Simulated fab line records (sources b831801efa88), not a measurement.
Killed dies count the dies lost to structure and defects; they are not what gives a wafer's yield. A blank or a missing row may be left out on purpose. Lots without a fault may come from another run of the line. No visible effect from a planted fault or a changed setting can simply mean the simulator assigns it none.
Check for tools in common    flow gf180mcu    Lots sampled 9, wafers sampled 27

## REASON FOR OPENING
Of 9 lots, 2 have the reading STI_OXIDATION_02_THK flagged at GF_STI_THK_MEAS_30. Wafers without a fault read 10.04 nm, standard deviation 0.22.
Rule: a lot is flagged in two cases, either no wafer of it has a number, or all its wafers with numbers fall more than 4 standard deviations from that mean. As for the other lots, they are considered sound.

lot   measured     on             STI_OXIDATION_02_THK (nm), wafer by wafer  flag
L777  day 2 05:29  film_metro-03  9.84 9.75 10.02                            
L778  day 2 10:44  film_metro-02  10.03 9.97 9.97                            
L779  day 2 14:46  film_metro-03  9.86 9.91 9.92                             
L780  day 2 21:36  film_metro-02  9.60 9.79 9.78                             
L781  day 3 02:52  film_metro-01  10.17 9.94 9.92                            
L786  day 4 06:01  film_metro-03  16.12 15.73 15.79                          FLAGGED
L787  day 4 09:40  film_metro-03  16.02 16.12 16.20                          FLAGGED
L791  day 5 07:34  film_metro-03  10.17 10.31 10.17                          
L793  day 5 18:32  film_metro-01  10.50 10.50 10.43                          
The mean of the flagged lots' numbers is 16.00 nm, +5.96 nm from the usual (+27 standard deviations).

## TOOL THAT RAN EACH LOT
The record keeps 1 process step preceding the reading, out of 602 steps on the route. In each cell: the tool, then ch and the chambers that the sampled wafers went through, then the start.
lot   flag     GF_STI_OXIDATION_29
L777           furnace-02 ch 0, day 2 04:04
L778           furnace-01 ch 0, day 2 09:21
L779           furnace-02 ch 0, day 2 13:22
L780           furnace-02 ch 0, day 2 20:13
L781           furnace-01 ch 0, day 3 01:28
L786  FLAGGED  furnace-02 ch 0, day 4 04:38
L787  FLAGGED  furnace-02 ch 0, day 4 08:14
L791           furnace-01 ch 0, day 5 06:10
L793           furnace-01 ch 0, day 5 17:09
What these steps do:
- GF_STI_OXIDATION_29: stabilise 600 s, purge 300 s, target thk 10 nm.
- GF_STI_THK_MEAS_30

## FLAGGED OVER TOTAL, TOOL BY TOOL (the gauges that took the reading come last)
step                 tool           lots run  flagged  share of the flagged lots  sound lots run after its first flagged lot
GF_STI_OXIDATION_29  furnace-01     4         0        none                       -
GF_STI_OXIDATION_29  furnace-02     5         2        all                        0
GF_STI_THK_MEAS_30   film_metro-01  2         0        none                       -
GF_STI_THK_MEAS_30   film_metro-02  2         0        none                       -
GF_STI_THK_MEAS_30   film_metro-03  5         2        all                        1 (L791)

## WHAT THE TABLE PERMITS
In 2 table rows, all flagged lots were run: furnace-02 (GF_STI_OXIDATION_29), film_metro-03 (GF_STI_THK_MEAS_30).
- furnace-02 at GF_STI_OXIDATION_29 ran 5 lots, 2 of them flagged. It ran its last sound lot, L780, at day 2 20:13 and its first flagged lot, L786, at day 4 04:38: a fault with its onset between the two fits. Its own readings lie more than 4 standard deviations out on every wafer of the flagged lots: spike_tc_bottom_C, spike_tc_centre_C, spike_tc_lower_C, spike_tc_top_C, spike_tc_upper_C, zone_power_upper_pct.
- film_metro-03 at GF_STI_THK_MEAS_30 ran 5 lots, 2 of them flagged. After the first flagged lot (L791), sound lots still ran on it; a lasting fault on the whole tool would not permit that.
Just one tool remains: furnace-02 at GF_STI_OXIDATION_29.

## WHAT THE SIMULATOR HAD PUT IN
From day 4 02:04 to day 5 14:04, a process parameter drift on furnace-02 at GF_STI_OXIDATION_29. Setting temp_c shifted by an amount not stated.
Lots struck among those shown: L786, L787. The rule above reached the same finding.
